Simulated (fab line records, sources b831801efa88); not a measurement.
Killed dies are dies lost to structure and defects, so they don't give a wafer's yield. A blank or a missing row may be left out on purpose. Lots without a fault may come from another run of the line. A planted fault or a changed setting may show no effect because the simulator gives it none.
A struck lot beside a sound one | flow sky130 | 18 steps out of a route of 708
Sound: wafers L119.1, L119.4, L119.5. Struck: wafers L130.1, L130.4, L130.5. The cause comes at the end.
At each step with rows: each side's tool, then ch and its chambers, then its first start. Under that, the readings that differ: sound wafers | struck wafers | difference of the means | sigmas: that difference in standard deviations of wafers without a fault.
alike: readings whose means differ by less than 2 such deviations, and words and numbers that are the same on both sides. not compared: withheld readings, readings that some wafer has no value for, bounds like >300 that may hide the same value, and numbers for which the record gives no deviation and whose values overlap.
The two part at a step that has a row with sigmas, a row that says differs or no value, or rows on one side only. Numbers that don't overlap but have no deviation are shown without sigmas and don't part them. A reading that every wafer of one side lacks parts them only if that side has two wafers or more.

first, 2 steps without rows for these wafers: SKY_VT_ADJUST_LVTN_PEB_05; SKY_VT_ADJUST_LVTN_DEVELOP_06 (develop time 60 s).
SKY_VT_ADJUST_LVTN_OVL_MEAS_07:
  sound on overlay-01, day 8 20:14; struck on overlay-02, day 12 04:38
  alike: VT_ADJUST_LVTN_OVL
then, 1 step without rows for these wafers: SKY_VT_ADJUST_LVTN_IMPLANT_08.
SKY_VT_ADJUST_LVTN_STRIP_09: strips in O2/N2.
  sound on plasma_asher-04 ch 0,1, day 8 20:25; struck on plasma_asher-02 ch 0,1, day 12 04:49
  alike: drypump_motor_current_A, oes_product_au, strip_time_to_endpoint_s
  not compared: rf_hours_counter_h
SKY_VT_ADJUST_LVTN_TW_MEAS_10:
  sound on film_metro-04, day 8 20:31; struck on film_metro-01, day 12 04:55
  alike: VT_ADJUST_LVTN_TW
then, 6 steps without rows for these wafers: SKY_VT_ADJUST_LVTN_DEHYDRATE_11 (time 60 s); SKY_VT_ADJUST_LVTN_HMDS_12 (prime time 60 s); SKY_VT_ADJUST_LVTN_COAT_13 (resist thk 1140 nm); SKY_VT_ADJUST_LVTN_SOFTBAKE_14 (time 60 s); SKY_VT_ADJUST_LVTN_EXPOSE_15 (exposes mask HVN STD DERIVED, target cd 600 nm); SKY_VT_ADJUST_LVTN_PEB_16.
SKY_VT_ADJUST_LVTN_DEVELOP_17: develop time 60 s.
  sound on litho_track-02 ch 0, day 9 16:51; struck on litho_track-02 ch 0, day 13 04:45
SKY_VT_ADJUST_LVTN_OVL_MEAS_18:
  sound on overlay-02, day 9 17:00; struck on overlay-01, day 13 04:54
  reading                    | sound       | struck | difference                    | sigmas
  VT_ADJUST_LVTN_01_OVL (nm) | 2.9 2.4 1.5 | - - -  | no value on the struck wafers |
then, 1 step without rows for these wafers: SKY_VT_ADJUST_LVTN_IMPLANT_19.
SKY_VT_ADJUST_LVTN_STRIP_20: strips in O2/N2.
  sound on plasma_asher-02 ch 0,1, day 9 17:11; struck on plasma_asher-01 ch 0,1, day 13 05:05
  alike: drypump_motor_current_A, oes_product_au, strip_time_to_endpoint_s
  not compared: rf_hours_counter_h
SKY_VT_ADJUST_LVTN_TW_MEAS_21:
  sound on film_metro-04, day 9 17:17; struck on film_metro-02, day 13 05:11
  reading             | sound             | struck         | difference | sigmas
  VT_ADJUST_LVTN_2_TW | 186.9 188.3 188.4 | 30.4 30.4 30.4 | -157.5     | -83
then, 1 step without rows for these wafers: SKY_VT_ADJUST_NCORE_DEHYDRATE_00 (time 60 s).

WHERE THEY PART
First at SKY_VT_ADJUST_LVTN_OVL_MEAS_18; last, within this record, at SKY_VT_ADJUST_LVTN_TW_MEAS_21.

WHY: what the simulator had put in
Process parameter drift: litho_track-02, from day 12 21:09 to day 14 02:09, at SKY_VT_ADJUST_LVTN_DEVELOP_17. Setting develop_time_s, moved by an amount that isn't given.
